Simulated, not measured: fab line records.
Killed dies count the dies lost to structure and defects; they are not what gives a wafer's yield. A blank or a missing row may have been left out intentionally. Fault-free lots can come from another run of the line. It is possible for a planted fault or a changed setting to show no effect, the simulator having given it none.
The tool behind it: which one?    flow gf180mcu    34 wafers from 12 lots sampled at 5 of the route's 602 steps

WHAT THE GAUGES SHOWED, per wafer
GF_LVPWELL_OVL_MEAS_07.
lot   measured     on          LVPWELL_OVL (nm)
L659  day 4 06:25  overlay-02  1.4 0.8 1.4
L660  day 4 11:50  overlay-02  -1.0 -0.6 -2.5
L662  day 5 01:14  overlay-01  -0.6 -1.3 -0.7
L665  day 5 10:58  overlay-02  -0.3 -0.8
L667  day 5 21:59  overlay-01  -1.4 -1.2
L674  day 7 18:37  overlay-02  0.5 -1.0 0.1
L675  day 8 00:13  overlay-02  3.2 2.4 1.6
L676  day 8 05:07  overlay-02  -1.0 -0.2 -1.1
L679  day 8 10:58  overlay-01  -2.0 -0.6 -2.1
L680  day 8 21:55  overlay-02  1.3 -0.4 1.5
L681  day 9 00:05  overlay-01  -1.0 -0.9 -1.6
L682  day 9 03:15  overlay-01  -0.4 -0.2 -1.3

GF_V1_RS_MEAS_24: a four-point-probe measurement.
lot   measured      on            V1_W_RS (ohm/sq)
L659  day 18 10:23  filmMetro-01  0.326 0.321 0.325
L660  day 18 20:02  filmMetro-01  0.324 0.324 0.323
L662  day 19 21:02  filmMetro-04  0.335 0.332 0.329
L665  day 20 11:14  filmMetro-03  0.327 0.183
L667  day 21 10:53  filmMetro-04  0.331 0.186
L674  day 24 05:52  filmMetro-04  0.330 0.327 0.332
L675  day 24 12:46  filmMetro-01  0.320 0.321 0.325
L676  day 24 20:41  filmMetro-03  0.330 0.320 0.318
L679  day 25 07:37  filmMetro-04  0.327 0.330 0.325
L680  day 25 14:16  filmMetro-03  0.323 0.319 0.326
L681  day 25 21:05  filmMetro-01  0.326 0.330 0.337
L682  day 26 00:16  filmMetro-03  0.321 0.323 0.322

GF_V1_THK_MEAS_25: measures by xrf.
lot   measured      on            V1_W_THK (nm)
L659  day 18 10:30  filmMetro-01  356 361 356
L660  day 18 20:10  filmMetro-01  355 356 359
L662  day 19 21:10  filmMetro-04  344 345 353
L665  day 20 11:22  filmMetro-03  349 -
L667  day 21 11:01  filmMetro-04  350 -
L674  day 24 05:59  filmMetro-04  352 354 348
L675  day 24 12:53  filmMetro-01  366 362 357
L676  day 24 20:49  filmMetro-03  348 359 359
L679  day 25 07:44  filmMetro-04  359 355 362
L680  day 25 14:22  filmMetro-03  357 360 353
L681  day 25 21:12  filmMetro-01  358 353 348
L682  day 26 00:22  filmMetro-03  357 355 358

TOOL THAT RAN EACH LOT (tool first, then ch and the chambers of the sampled wafers, then the start)
lot   GF_SAB_CVD_00                    GF_V1_CVD_23
L659  pecvd-02 ch 0,2, day 14 12:42    cvdW-02 ch 0,1, day 18 10:16
L660  pecvd-01 ch 0,1,2, day 14 22:00  cvdW-02 ch 0, day 18 19:56
L662  pecvd-02 ch 0,2, day 15 17:45    cvdW-01 ch 0,1, day 19 20:55
L665  pecvd-04 ch 0,1, day 16 07:56    cvdW-02 ch 0,1, day 20 11:08
L667  pecvd-04 ch 0,1, day 17 08:00    cvdW-02 ch 1, day 21 10:47
L674  pecvd-04 ch 0,1,2, day 20 01:57  cvdW-02 ch 0,1, day 24 05:42
L675  pecvd-01 ch 0,1,2, day 20 08:27  cvdW-02 ch 0,1, day 24 12:40
L676  pecvd-02 ch 1,2, day 20 19:48    cvdW-02 ch 0,1, day 24 20:34
L679  pecvd-02 ch 1,2, day 21 07:31    cvdW-02 ch 0,1, day 25 07:31
L680  pecvd-02 ch 1,2, day 21 14:25    cvdW-02 ch 0,1, day 25 14:08
L681  pecvd-01 ch 0,2, day 21 22:09    cvdW-01 ch 0,1, day 25 20:58
L682  pecvd-02 ch 1,2, day 22 00:54    cvdW-02 ch 0,1, day 26 00:08
- GF_SAB_CVD_00: deposits SiO2 from TEOS, target thk 50 nm, time 4.9302 s.
- GF_V1_CVD_23: deposits W, target thk 350 nm, time 105.05 s.

AS READ BY THE TOOLS THEMSELVES (means over the sampled wafers that have a number; for cases with no such wafer, the mark the record gives instead)
GF_SAB_CVD_00.
lot   tool      heaterPowerW (W)
L659  pecvd-02  722
L660  pecvd-01  580
L662  pecvd-02  791
L665  pecvd-04  651
L667  pecvd-04  620
L674  pecvd-04  679
L675  pecvd-01  553
L676  pecvd-02  752
L679  pecvd-02  790
L680  pecvd-02  664
L681  pecvd-01  593
L682  pecvd-02  671

GF_V1_CVD_23.
lot   tool     chamberPressureTorr (Torr)  heaterPowerW (W)
L659  cvdW-02  39.94                       870
L660  cvdW-02  39.99                       869
L662  cvdW-01  39.93                       826
L665  cvdW-02  40.05                       870
L667  cvdW-02  39.98                       874
L674  cvdW-02  40.07                       874
L675  cvdW-02  39.95                       890
L676  cvdW-02  40.01                       892
L679  cvdW-02  40.03                       882
L680  cvdW-02  40.04                       893
L681  cvdW-01  39.93                       813
L682  cvdW-02  39.95                       879

THE ANSWER, worked out from the rows above alone
Rule: the usual values come from the lots themselves. The widest of any qualifying gaps counts: lots, ordered by their means at a reading, are off when they make up no more than a third of the lots, leave a main group of 4 or more, and stand apart from it by 3 or more times the standard deviation of that group's means. If all means in a main group match to the digits the tables above print for the reading, that group is not used. Also off: a lot with no number at a reading for which 4 or more lots have one. The other lots that the step has rows for count as sound. Order of review: gauges by route order, followed by the tools' own readings, for which a lot's mean as printed above is used. The first step at which some lot is off is used, and at that step the reading that is off furthest; a lot without a number counts as furthest.
Off: L665, L667, at GF_V1_RS_MEAS_24 (V1_W_RS). For the main group the mean is 0.326 ohm/sq and the standard deviation 0.0037.
If a tool, at a process step before that reading, ran all the lots that are off and no sound lot after the first of them, it fits. Those tools and the gauges at GF_V1_RS_MEAS_24 are tried in the same way. Not one of the candidates tried fits.

WHAT THE SIMULATOR HAD PUT IN
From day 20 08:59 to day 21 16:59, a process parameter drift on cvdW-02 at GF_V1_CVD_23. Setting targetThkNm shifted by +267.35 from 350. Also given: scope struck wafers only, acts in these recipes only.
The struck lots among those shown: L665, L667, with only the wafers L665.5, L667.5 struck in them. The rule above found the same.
